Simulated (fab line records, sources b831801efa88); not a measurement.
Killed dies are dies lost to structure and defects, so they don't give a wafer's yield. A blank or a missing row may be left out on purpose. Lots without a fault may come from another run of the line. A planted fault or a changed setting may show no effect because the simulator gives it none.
fab line records | flow sky130
record lots=12 wafers=36 last_day=50
route steps=708 shown FIELD_ISO@14 SONOS_TUNNEL@161 LDD_HVN@274 PAD_OPEN@708
lots that met no fault: from a run of the same line without faults
start_h: hours from the record's first day to the start of the lot's first wafer shown | wait_h: hours since the lot's step before | " the same as in the row above | L1.1+2: a row that stands for several wafers | - no value, or no start given | * or withheld: withheld | < > ~ a bound
route shown NAME@n: a module of which the file shows steps, and the number in the route of the first | usual: mean/standard deviation of fault-free wafers | same: alike in all rows | chamber/n: place in a boat | sites: the reading at each site | _std_site: their standard deviation | _edge_site: outer sites' mean less inner sites' | radius_mm: how far each site lies from the wafer's centre | mask NAME#n: copy n | behind: the tool/chamber that last shaped the wafer | hold: why the lot was held/for how many hours/how that ended | device: the transistor (n, p or np) that didn't switch | end of line: the same wafers' tests at the end of the route | a step without rows: its recipe alone | killed: dies lost to structure and defects at the first sort, not the wafer's yield | map: a wafer's dies, x killed, . not, _ none there
set.NAME: the setting as run; set.NAME@STEP: as run at that earlier step | model.NAME: the simulator's own value behind a step, which no gauge read
steps of the route over a sample of lots; a table a step, a row a wafer
services: from which hour (start_h, from the record's first day; less than 0 if before it) a tool's chamber was out of use, for how many hours, and why
## steps
# step SKY_FIELD_ISO_CD_MEAS_13
# recipe target_cd_nm=150
# usual cd_nm=150.3/1.4
# columns lot.wafer tool chamber start_h wait_h cd_nm
L406.1 cd_sem-01 - 31.29 - 150.6
L406.3 " - " " 149.4
L406.5 " - " " 150.7
L407.1 cd_sem-01 - 35.19 - 149.6
L407.3 " - " " 149.4
L407.4 " - " " 149.1
L408.2 cd_sem-01 - 40.01 - 151.0
L408.3 " - " " 152.0
L408.4 " - " " 151.8
L412.3 cd_sem-01 - 62.73 - 151.1
L412.4 " - " " 150.7
L412.5 " - " " 151.7
L417.2 cd_sem-01 - 85.11 - 150.0
L417.3 " - " " 150.9
L417.5 " - " " 152.0
L419.2 cd_sem-02 - 95.71 - 148.8
L419.3 " - " " 149.2
L419.5 " - " " 149.0
L420.2 cd_sem-02 - 101.29 - 149.3
L420.5 " - " " 150.7
L420.6 " - " " 150.7
L421.1 cd_sem-02 - 105.74 - 152.2
L421.4 " - " " 152.3
L421.6 " - " " 151.2
L422.2 cd_sem-01 - 112.21 - 149.4
L422.4 " - " " 149.8
L422.6 " - " " 150.6
L424.2 cd_sem-02 - 125.26 - 148.3
L424.3 " - " " 148.5
L424.6 " - " " 148.8
L425.1 cd_sem-01 - 129.34 - 148.6
L425.2 " - " " 148.3
L425.6 " - " " 148.1
L429.4 cd_sem-01 - 152.65 - 148.9
L429.5 " - " " 149.5
L429.6 " - " " 148.6
# step SKY_FIELD_ISO_WET_ETCH_28
# recipe chemistry=dHF target_depth_nm=23.7 target=SiO2 dilution=10:1 temp_c=25 time_s=47
# usual bath_heat_duty_pct=6.4/0.84 temp_c=24.97/0.093
# columns lot.wafer tool chamber start_h wait_h bath_heat_duty_pct temp_c
L406.1 wet_bench-01 0 36.51 0.2 6.8 24.92
L406.3 " 0 " " 6.8 25.01
L406.5 " 0 " " 6.6 24.95
L407.1 wet_bench-01 3 42.47 0.1 8.6 24.93
L407.3 " 3 " " 7.3 25.00
L407.4 " 3 " " 8.5 24.94
L408.2 wet_bench-04 3 46.57 0.2 5.7 25.11
L408.3 " 3 " " 5.9 24.94
L408.4 " 3 " " 5.4 24.86
L412.3 wet_bench-03 2 68.34 0.1 7.3 24.92
L412.4 " 2 " " 6.3 24.85
L412.5 " 2 " " 6.4 25.04
L417.2 wet_bench-01 1 90.78 0.1 25.3 41.35
L417.3 " 1 " " 23.9 41.60
L417.5 " 1 " " 26.3 41.47
L419.2 wet_bench-03 2 101.94 0.1 6.2 24.99
L419.3 " 2 " " 6.0 24.92
L419.5 " 2 " " 7.6 24.98
L420.2 wet_bench-04 0 107.47 0.1 6.0 25.01
L420.5 " 0 " " 6.5 24.95
L420.6 " 0 " " 6.4 24.95
L421.1 wet_bench-01 0 111.75 0.1 7.6 24.74
L421.4 " 0 " " 6.5 24.91
L421.6 " 0 " " 6.8 24.93
L422.2 wet_bench-04 1 116.70 0.1 6.0 24.93
L422.4 " 1 " " 6.5 25.10
L422.6 " 1 " " 5.5 24.85
L424.2 wet_bench-03 3 143.73 0.2 6.3 24.72
L424.3 " 3 " " 5.2 24.92
L424.6 " 3 " " 5.3 24.78
L425.1 wet_bench-03 1 143.73 0.2 5.7 25.08
L425.2 " 1 " " 6.7 25.04
L425.6 " 1 " " 6.1 24.95
L429.4 wet_bench-03 3 158.88 0.1 6.5 24.81
L429.5 " 3 " " 5.4 24.94
L429.6 " 3 " " 5.8 24.97
# step SKY_SONOS_TUNNEL_CD_MEAS_07
# recipe target_cd_nm=410
# usual cd_nm=410.1/1.8
# columns lot.wafer tool chamber start_h wait_h cd_nm
L406.1 cd_sem-01 - 249.99 0.1 410.9
L406.3 " - " " 410.7
L406.5 " - " " 411.7
L407.1 cd_sem-02 - 258.89 0.1 410.5
L407.3 " - " " 411.4
L407.4 " - " " 411.3
L408.2 cd_sem-02 - 263.87 0.2 409.0
L408.3 " - " " 410.3
L408.4 " - " " 407.8
L412.3 cd_sem-01 - 301.33 0.1 407.9
L412.4 " - " " 409.1
L412.5 " - " " 408.6
L417.2 cd_sem-02 - 335.36 0.1 410.3
L417.3 " - " " 411.0
L417.5 " - " " 409.9
L419.2 cd_sem-02 - 355.21 0.1 412.1
L419.3 " - " " 412.8
L419.5 " - " " 410.2
L420.2 cd_sem-02 - 357.16 0.1 411.9
L420.5 " - " " 410.2
L420.6 " - " " 411.3
L421.1 cd_sem-01 - 363.54 0.1 411.6
L421.4 " - " " 409.6
L421.6 " - " " 410.2
L422.2 cd_sem-01 - 377.56 0.1 408.7
L422.4 " - " " 409.7
L422.6 " - " " 408.8
L425.1 cd_sem-01 - 419.93 0.1 411.1
L425.2 " - " " 410.7
L425.6 " - " " 409.2
L424.2 cd_sem-01 - 420.64 0.1 406.3
L424.3 " - " " 408.5
L424.6 " - " " 404.2
L429.4 cd_sem-01 - 443.25 0.1 411.1
L429.5 " - " " 409.0
L429.6 " - " " 409.5
# step SKY_LDD_HVN_OVL_MEAS_07
# usual LDD_HVN_OVL=-1.3/1.2
# columns lot.wafer tool chamber start_h wait_h LDD_HVN_OVL[nm]
L406.1 overlay-02 - 464.74 0.1 -2.5
L406.3 " - " " -4.1
L406.5 " - " " -3.5
L407.1 overlay-01 - 474.39 0.1 -1.6
L407.3 " - " " -1.0
L407.4 " - " " -0.4
L408.2 overlay-01 - 478.47 0.1 0.4
L408.3 " - " " 1.1
L408.4 " - " " 0.7
L412.3 overlay-02 - 521.60 0.1 -0.2
L412.4 " - " " 0.2
L412.5 " - " " -0.1
L417.2 overlay-02 - 558.79 0.1 -0.1
L417.3 " - " " -1.0
L417.5 " - " " -0.7
L419.2 overlay-01 - 582.12 0.1 -0.1
L419.3 " - " " -2.3
L419.5 " - " " -1.0
L422.2 overlay-01 - 611.22 0.1 -1.7
L422.4 " - " " -1.5
L422.6 " - " " -1.6
L420.2 overlay-02 - 611.69 0.1 -0.8
L420.5 " - " " -0.1
L420.6 " - " " -0.8
L421.1 overlay-01 - 611.88 0.1 -2.6
L421.4 " - " " -1.7
L421.6 " - " " -1.8
L424.2 overlay-02 - 646.49 0.1 -0.2
L424.3 " - " " -1.9
L424.6 " - " " -1.3
L425.1 overlay-01 - 647.27 0.1 -3.3
L425.2 " - " " -2.0
L425.6 " - " " -2.2
L429.4 overlay-02 - 675.05 0.1 -1.1
L429.5 " - " " -1.4
L429.6 " - " " -0.3
# step SKY_PAD_OPEN_PROBE_99
# usual killed_at_M0_to_M3=43/6.9 killed_at_M4_up=3.1/1.9 killed_at_contacts=24/5.4 killed_at_front_end=14/4.3 killed_at_other=0.3/0.53 killed_dies=84/9.5 killed_open=46/6.8 killed_short=38/6
# same gross_dies=492 killed_at_back_side=0
# columns lot.wafer tool chamber start_h wait_h killed_at_M0_to_M3 killed_at_M4_up killed_at_contacts killed_at_front_end killed_at_other killed_dies killed_open killed_short
L412.3 prober-01 - 1116.94 0.2 34 3 24 17 1 79 44 35
L412.4 prober-01 - 1116.99 0.2 36 2 29 18 0 85 43 42
L412.5 prober-01 - 1117.04 0.2 32 2 36 21 0 91 52 39
L417.2 prober-01 - 1140.86 0.1 51 2 24 7 0 84 47 37
L417.3 prober-01 - 1140.91 0.2 38 2 28 17 1 86 47 38
L417.5 prober-01 - 1141.01 0.2 54 2 26 9 0 91 54 37
L424.2 prober-02 - 1193.79 0.1 37 4 23 9 0 73 40 33
L424.3 prober-02 - 1193.84 0.2 39 1 20 15 0 75 39 35
L424.6 prober-02 - 1193.99 0.2 27 3 23 13 0 66 32 34
# killed by level:class
L412.3 LI_CONTACT:geometric_particle:open=7 CONTACT:geometric_particle:open=7 FIELD_ISO:geometric_particle:short=6 VIA1:geometric_particle:open=6 VIA1:geometric_particle:short=6 VIA2:geometric_particle:open=6 FIELD_ISO:geometric_particle:open=5 POLY_GATE:geometric_particle:open=3
L412.4 VIA1:geometric_particle:open=8 LI_CONTACT:geometric_particle:open=8 CONTACT:geometric_particle:open=7 METAL2:geometric_particle:short=6 METAL1:geometric_particle:short=5 POLY_GATE:geometric_particle:short=5 POLY_GATE:geometric_particle:open=5 LOCAL_INTERCONNECT:geometric_particle:short=5
L412.5 CONTACT:geometric_particle:open=14 LI_CONTACT:geometric_particle:open=9 POLY_GATE:geometric_particle:open=7 LOCAL_INTERCONNECT:geometric_particle:short=7 FIELD_ISO:geometric_particle:short=6 VIA1:geometric_particle:open=6 FIELD_ISO:geometric_particle:open=5 METAL1:geometric_particle:short=5
L417.2 VIA1:geometric_particle:open=15 CONTACT:geometric_particle:open=9 VIA2:geometric_particle:open=9 CONTACT:geometric_particle:short=9 LI_CONTACT:geometric_particle:open=5 METAL1:geometric_particle:short=5 METAL2:geometric_particle:short=5 VIA1:geometric_particle:short=4
L417.3 LI_CONTACT:geometric_particle:open=10 VIA2:geometric_particle:open=10 VIA1:geometric_particle:open=8 CONTACT:geometric_particle:open=7 CONTACT:geometric_particle:short=6 VIA1:geometric_particle:short=6 FIELD_ISO:geometric_particle:short=5 POLY_GATE:geometric_particle:short=4
L417.5 VIA1:geometric_particle:open=18 CONTACT:geometric_particle:open=9 VIA3:geometric_particle:open=8 METAL2:geometric_particle:short=7 LI_CONTACT:geometric_particle:short=6 VIA2:geometric_particle:open=6 LI_CONTACT:geometric_particle:open=5 METAL1:geometric_particle:short=5
L424.2 CONTACT:geometric_particle:open=11 VIA1:geometric_particle:open=7 LI_CONTACT:geometric_particle:open=6 METAL3:geometric_particle:short=6 VIA2:geometric_particle:open=5 LOCAL_INTERCONNECT:geometric_particle:short=4 METAL1:geometric_particle:short=4 METAL2:geometric_particle:short=3
L424.3 POLY_GATE:geometric_particle:open=8 CONTACT:geometric_particle:open=7 VIA3:geometric_particle:open=7 METAL1:geometric_particle:short=6 LI_CONTACT:geometric_particle:short=5 VIA1:geometric_particle:open=5 VIA2:geometric_particle:open=5 METAL3:geometric_particle:short=5
L424.6 VIA2:geometric_particle:open=7 CONTACT:geometric_particle:short=5 CONTACT:geometric_particle:open=5 POLY_GATE:geometric_particle:short=4 LI_CONTACT:geometric_particle:open=4 LOCAL_INTERCONNECT:geometric_particle:short=4 VIA1:geometric_particle:open=4 FIELD_ISO:geometric_particle:open=3
## services
# columns tool chamber start_h hours kind
wet_bench-01 - 62.96 1.9 pm
wet_bench-01 - 156.31 1.9 repair
## key
first_sign step=SKY_FIELD_ISO_WET_ETCH_28 reading=temp_c direction=up sigmas=99+ usual=* struck=*
effect step=SKY_FIELD_ISO_WET_ETCH_28 reading=bath_heat_duty_pct direction=up sigmas=22 usual=6.4 struck=25.2
met_at SKY_FIELD_ISO_WET_ETCH_28
struck_lots L417
struck_wafers L417.2,L417.3,L417.5
tester_left_out L417
not_acting_at SKY_FIELD_ISO_CD_MEAS_13,SKY_SONOS_TUNNEL_CD_MEAS_07,SKY_LDD_HVN_OVL_MEAS_07
fault kind=process_parameter_drift tool=wet_bench-01 chamber=1 onset_h=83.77 steps=SKY_FIELD_ISO_WET_ETCH_28 channel=temp_c offset=* shape=step end_h=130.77 acts_in=* stated=*
# tester_left_out: of these lots the tester's yield and bins aren't shown, on N5 and GAA mostly nor the transistor test; their killed dies are dies lost to structure and defects alone, not to doping, threshold or leakage, so they don't give the yield
